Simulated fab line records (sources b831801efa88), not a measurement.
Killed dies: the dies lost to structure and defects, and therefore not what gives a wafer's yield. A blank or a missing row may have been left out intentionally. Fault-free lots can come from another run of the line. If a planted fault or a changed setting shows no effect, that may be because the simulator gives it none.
One fault seen from 2 desks | flow sky130 | only its own numbers are on each desk; what lay behind them is given at the end

## TOOL OWNER'S DESK, rie diel-02
The tool's own readings at SKY_VIA3_ETCH_15 (etches SiO2 in C4F8/O2/Ar, stops on TiN, target depth 507 nm, time 78 s): means of the sampled wafers that have a number, for each lot that ran on this tool. Any lot whose mean is over 4 standard deviations away from the usual mean is out of limits and marked OUT; that distance is given in the brackets.
Columns: A = bias w at SKY_VIA3_ETCH_15, usual 1200 W; B = chamber pressure mTorr at SKY_VIA3_ETCH_15, usual 40.00 mTorr; C = oes product au at SKY_VIA3_ETCH_15, usual 0.946 a.u.; D = run length s at SKY_VIA3_ETCH_15, usual 106.3 s
lot  | first seen here | A    | B     | C     | D
L697 | day 40 04:29    | 1199 | 40.00 | 0.944 | 106.8
L704 | day 42 04:57    | 1201 | 40.00 | 0.944 | 107.2
L707 | day 43 06:33    | 1198 | 40.00 | 0.942 | 106.9
L710 | day 43 20:47    | 1204 | 40.00 | 0.962 | 102.8 (-7.7) OUT
L711 | day 44 07:09    | 1200 | 39.98 | 0.959 | 102.9 (-7.5) OUT
This desk's finding: out of limits on L710, L711; first on L710, day 43 20:47 (run length s at SKY_VIA3_ETCH_15). L697, L704, L707: within limits.

## AT THE METROLOGY DESK
Means of the sampled wafers that have a number, per lot and without regard to the tool the lot ran on: this is what the gauges read. Any lot whose mean is over 4 standard deviations away from the usual mean is out of limits and marked OUT; that distance is given in the brackets.
Columns: A = VIA3_W_RS at SKY_VIA3_RS_MEAS_22, usual 0.2952 ohm/sq
lot  | first seen here | A
L695 | day 39 11:22    | 0.2922
L697 | day 40 05:22    | 0.2971
L704 | day 42 05:50    | 0.2967
L707 | day 43 07:29    | 0.2926
L710 | day 43 21:42    | 0.2945
L711 | day 44 07:59    | 0.2945
L712 | day 44 19:35    | 0.2961
L715 | day 45 08:56    | 0.2934
L716 | day 45 09:55    | 0.2956
L718 | day 45 16:57    | 0.2976
This desk found nothing out of limits on any of the 10 lots.

## PUT TOGETHER
The tool owner's desk could have raised an alarm at day 43 20:47, on L710, L711.
The metrology desk saw nothing out of limits.
The metrology desk holds a record of L710, L711, inside its limits.
Of the lots named, all ran SKY_VIA3_ETCH_15 on rie diel-02.

## WHAT WAS PUT IN BY THE SIMULATOR
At SKY_VIA3_ETCH_15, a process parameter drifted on rie diel-02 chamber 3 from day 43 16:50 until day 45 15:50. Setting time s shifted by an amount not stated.
Struck lots among those shown: L710, L711.
How many hours passed from the start of the fault until each desk's first out-of-limits reading: the tool owner's desk, 4.
